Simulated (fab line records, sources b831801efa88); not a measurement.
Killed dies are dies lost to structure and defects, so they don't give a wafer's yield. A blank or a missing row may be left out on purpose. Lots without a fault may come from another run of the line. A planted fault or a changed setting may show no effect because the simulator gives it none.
Which tool did it? | flow gf180mcu | 10 lots, 30 wafers sampled, at 5 steps of a route of 602

WHAT THE GAUGES READ, wafer by wafer
GF_HV_LDD_THK_MEAS_57.
lot  | measured     | on            | HV_LDD_CVD_56_THK (nm)
L303 | day 13 02:12 | film_metro-01 | 89.3 89.2 89.3
L305 | day 13 16:05 | film_metro-03 | 88.5 88.5 88.3
L307 | day 14 11:32 | film_metro-04 | 90.7 91.7 91.2
L311 | day 15 20:56 | film_metro-01 | 89.8 90.4 90.2
L315 | day 17 05:04 | film_metro-01 | 67.0 66.5 67.3 67.1 66.5 67.3
L316 | day 17 18:13 | film_metro-04 | 65.9 65.7 65.8 65.8 65.7 65.7
L320 | day 18 22:17 | film_metro-04 | 88.7 88.8 88.6
L321 | day 19 02:50 | film_metro-03 | 90.2 89.9 89.9
L323 | day 19 22:35 | film_metro-01 | 89.6 90.4 90.7
L324 | day 20 08:37 | film_metro-03 | 89.7 89.7 89.4

GF_NSD_CD_MEAS_07: target cd 400 nm.
lot  | measured     | on        | cd_nm (nm)
L303 | day 13 22:01 | cd_sem-02 | 399.8 402.1 401.3
L305 | day 14 13:04 | cd_sem-01 | 400.0 403.1 400.7
L307 | day 15 10:01 | cd_sem-01 | 399.3 398.2 397.6
L311 | day 16 18:47 | cd_sem-02 | 399.0 399.6 399.4
L315 | day 18 04:10 | cd_sem-02 | 398.3 398.2 398.3
L316 | day 18 18:12 | cd_sem-01 | 405.2 406.9 406.9
L320 | day 19 23:23 | cd_sem-02 | 398.3 400.5 396.8
L321 | day 20 02:55 | cd_sem-01 | 398.7 397.7 397.3
L323 | day 20 22:31 | cd_sem-01 | 399.3 398.0 397.2
L324 | day 21 08:38 | cd_sem-01 | 400.6 402.8 400.3

WHICH TOOL RAN EACH LOT (tool, then ch and the chambers of the sampled wafers, then the start)
lot  | GF_LVPWELL_STRIP_10                 | GF_HV_LDD_CVD_56            | GF_HV_LDD_ETCHBACK_58
L303 | plasma_asher-03 ch 0,1, day 4 06:46 | lpcvd-02 ch 0, day 13 00:04 | rie_diel-02 ch 0,2, day 13 02:16
L305 | plasma_asher-04 ch 0,1, day 4 17:35 | lpcvd-01 ch 1, day 13 13:56 | rie_diel-02 ch 0,1,3, day 13 16:08
L307 | plasma_asher-04 ch 0,1, day 5 05:19 | lpcvd-02 ch 0, day 14 10:07 | rie_diel-02 ch 1,3, day 14 11:36
L311 | plasma_asher-02 ch 0,1, day 6 04:55 | lpcvd-01 ch 1, day 15 19:29 | rie_diel-03 ch 0,2, day 15 20:59
L315 | plasma_asher-03 ch 0,1, day 7 02:17 | lpcvd-02 ch 0, day 17 03:37 | rie_diel-03 ch 0,1,2, day 17 07:22
L316 | plasma_asher-03 ch 0,1, day 7 11:17 | lpcvd-02 ch 1, day 17 16:02 | rie_diel-03 ch 1,2,3, day 17 23:42
L320 | plasma_asher-02 ch 0,1, day 8 09:37 | lpcvd-01 ch 1, day 18 20:52 | rie_diel-04 ch 1,2,3, day 18 22:20
L321 | plasma_asher-02 ch 0,1, day 8 12:36 | lpcvd-01 ch 1, day 19 01:25 | rie_diel-04 ch 0,2,3, day 19 02:54
L323 | plasma_asher-02 ch 0,1, day 9 01:01 | lpcvd-01 ch 1, day 19 21:10 | rie_diel-04 ch 1,2,3, day 19 22:39
L324 | plasma_asher-03 ch 0,1, day 9 07:51 | lpcvd-02 ch 0, day 20 07:10 | rie_diel-04 ch 0,1, day 20 08:38
- GF_LVPWELL_STRIP_10: strips in O2/N2.
- GF_HV_LDD_CVD_56: deposits Si3N4 from DCS/NH3, target thk 90 nm, time 1543 s.
- GF_HV_LDD_ETCHBACK_58: etches Si3N4 in CH3F/O2, stops on SiO2, time 100 s, target depth 90 nm.

WHAT THE TOOLS THEMSELVES READ (means of the sampled wafers that have a number; where no wafer has one, the mark that the record gives instead)
GF_LVPWELL_STRIP_10.
lot  | tool            | drypump_motor_current_A (A) | heater_power_w (W) | n2_flow_sccm (sccm) | oes_product_au (a.u.) | strip_time_to_endpoint_s (s)
L303 | plasma_asher-03 | 5.9                         | 295                | 300.3               | 0.724                 | 36.96
L305 | plasma_asher-04 | 4.8                         | 294                | 299.8               | 0.722                 | 37.03
L307 | plasma_asher-04 | 5.0                         | 278                | 299.5               | 0.727                 | 36.94
L311 | plasma_asher-02 | 5.4                         | 293                | 300.8               | 0.720                 | 36.95
L315 | plasma_asher-03 | 6.0                         | 290                | 300.7               | 0.719                 | 37.04
L316 | plasma_asher-03 | 5.8                         | 300                | 300.6               | 0.723                 | 37.03
L320 | plasma_asher-02 | 6.0                         | 274                | 299.7               | 0.724                 | 37.00
L321 | plasma_asher-02 | 5.4                         | 293                | 300.0               | 0.723                 | 36.90
L323 | plasma_asher-02 | 5.4                         | 295                | 299.9               | 0.720                 | 36.91
L324 | plasma_asher-03 | 5.8                         | 299                | 299.3               | 0.721                 | 37.09

GF_HV_LDD_CVD_56.
lot  | tool     | spike_tc_bottom_C (C) | spike_tc_centre_C (C) | spike_tc_lower_C (C) | spike_tc_top_C (C) | spike_tc_upper_C (C) | susceptor_temp_C (C) | zone_power_centre_pct (%) | zone_power_top_pct (%)
L303 | lpcvd-02 | 792                   | 771.0                 | 771.1                | 785.8              | 770.4                | 770.2                | 15.0                      | 25.9
L305 | lpcvd-01 | 793                   | 770.2                 | 771.1                | 783.1              | 770.0                | 770.3                | 12.9                      | 29.9
L307 | lpcvd-02 | 791                   | 770.8                 | 771.0                | 784.6              | 770.3                | 770.6                | 15.0                      | 25.9
L311 | lpcvd-01 | 794                   | 769.6                 | 771.0                | 783.6              | 770.8                | 770.3                | 12.9                      | 29.9
L315 | lpcvd-02 | 775                   | 756.0                 | 756.0                | 770.2              | 755.7                | 754.7                | 14.5                      | 25.0
L316 | lpcvd-02 | 771                   | 756.7                 | 755.5                | 767.3              | 756.3                | 754.7                | 14.3                      | 23.7
L320 | lpcvd-01 | 793                   | 770.1                 | 770.3                | 783.2              | 770.8                | 769.7                | 12.9                      | 29.8
L321 | lpcvd-01 | 793                   | 770.7                 | 771.2                | 782.5              | 771.0                | 770.1                | 12.9                      | 30.2
L323 | lpcvd-01 | 793                   | 769.7                 | 770.4                | 783.5              | 770.9                | 769.7                | 13.0                      | 30.0
L324 | lpcvd-02 | 790                   | 771.5                 | 770.5                | 785.4              | 770.5                | 769.9                | 14.9                      | 26.2

GF_HV_LDD_ETCHBACK_58.
lot  | tool        | drypump_motor_current_A (A) | oes_product_au (a.u.) | rf_fwd_power_W (W) | throttle_valve_pct (%)
L303 | rie_diel-02 | 6.0                         | 0.838                 | 399.3              | 10.560
L305 | rie_diel-02 | 5.9                         | 0.834                 | 398.3              | 10.552
L307 | rie_diel-02 | 5.7                         | 0.851                 | 396.9              | 10.557
L311 | rie_diel-03 | 6.2                         | 0.845                 | 398.3              | 10.564
L315 | rie_diel-03 | 5.6                         | 0.725                 | 396.8              | 10.549
L316 | rie_diel-03 | 5.5                         | 0.721                 | 397.6              | 10.551
L320 | rie_diel-04 | 6.0                         | 0.834                 | 398.9              | 10.561
L321 | rie_diel-04 | 6.2                         | 0.838                 | 397.7              | 10.562
L323 | rie_diel-04 | 6.0                         | 0.843                 | 397.7              | 10.568
L324 | rie_diel-04 | 6.1                         | 0.840                 | 397.4              | 10.557

THE ANSWER, worked out from the rows above alone
Rule: what is usual is taken from the lots themselves. Put in order of their means at a reading, lots are off if they are a third of the lots or fewer, leave a main group of 4 or more, and stand apart from it by a gap of 3 or more times the standard deviation of the main group's means; of several such gaps the widest counts. A main group whose means are all the same, to the digits that the tables above print for the reading, isn't used. A lot without any number at a reading at which 4 lots or more have one is off too. The other lots that the step has rows for count as sound. The gauges are gone through in route order, then the tools' own readings, and for those a lot's mean is taken as printed above. The first step at which some lot is off is used, and at that step the reading that is off furthest; a lot without a number counts as furthest.
Off: L315, L316, at GF_HV_LDD_THK_MEAS_57 (HV_LDD_CVD_56_THK). The main group: mean 89.7 nm, standard deviation 0.84.
A tool fits if, at a process step before that reading, it ran every lot that is off, and no sound lot after the first of them. The gauges at GF_HV_LDD_THK_MEAS_57 aren't tried: what is off there is off at GF_HV_LDD_CVD_56 too, on other tools, and a gauge's error can't cause that. None of those tried fits.

WHAT THE SIMULATOR HAD PUT IN
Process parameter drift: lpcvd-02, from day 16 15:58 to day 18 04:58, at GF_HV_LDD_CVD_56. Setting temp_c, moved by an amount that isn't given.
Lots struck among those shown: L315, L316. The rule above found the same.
